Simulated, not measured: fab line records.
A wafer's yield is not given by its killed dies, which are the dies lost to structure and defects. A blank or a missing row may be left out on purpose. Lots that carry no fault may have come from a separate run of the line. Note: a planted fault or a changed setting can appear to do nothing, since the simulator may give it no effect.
2 desks, one fault -- flow sky130 -- numbers are kept per desk, each desk with only its own; the story behind them comes last

== THE METROLOGY DESK ==
Lot by lot, what the gauges showed, no matter which tool ran the lot: averages of those sampled wafers that carry a number. Any lot whose mean is over 4 standard deviations away from the usual mean is out of limits and marked OUT; that distance is given in the brackets.
Columns: A = VT_ADJUST_PCH_OVL at SKY_VT_ADJUST_PCH_OVL_MEAS_07, usual -0.1 nm; B = SONOS_TUNNEL_TW at SKY_SONOS_TUNNEL_TW_MEAS_12, usual 197.4
lot,first seen here,A,B
L227,day 11 05:14,0.1,195.5
L229,day 11 05:43,2.0,198.2
L228,day 11 06:22,-1.3,196.6
L230,day 11 08:38,-1.5,195.9
L232,day 12 02:26,1.4,195.7
L233,day 12 09:46,1.0,199.7
L240,day 14 16:02,1.9,199.2
L244,day 15 19:30,-1.5,197.2
L245,day 16 05:42,-1.0,197.6
L246,day 16 11:00,-1.1,196.6
L248,day 17 01:02,-2.3,196.7
L249,day 17 05:16,-2.5,197.4
Finding of this desk: none of the 12 lots has anything out of limits.

== TOOL OWNER'S DESK, litho_track-01 ==
The tool's own readings at SKY_FIELD_ISO_COAT_08 (resist thk 450 nm): means of the sampled wafers that have a number, for each lot that ran on this tool. Any lot whose mean is over 4 standard deviations away from the usual mean is out of limits and marked OUT; that distance is given in the brackets.
Columns: A = chill_plate_temp_C at SKY_FIELD_ISO_COAT_08, usual 23.01 C; B = exhaust_pa at SKY_FIELD_ISO_COAT_08, usual 45.1 Pa
lot,first seen here,A,B
L228,day 2 12:00,23.05,44.6
L233,day 3 04:00,23.04,45.4
L240,day 4 15:00,22.95,44.7
L244,day 5 11:00,23.05,44.3
Finding of this desk: none of the 4 lots has anything out of limits.

== TAKEN TOGETHER ==
The metrology desk saw nothing out of limits.
The desk of the tool owner found nothing out of limits.

== WHAT THE SIMULATOR HAD INSERTED ==
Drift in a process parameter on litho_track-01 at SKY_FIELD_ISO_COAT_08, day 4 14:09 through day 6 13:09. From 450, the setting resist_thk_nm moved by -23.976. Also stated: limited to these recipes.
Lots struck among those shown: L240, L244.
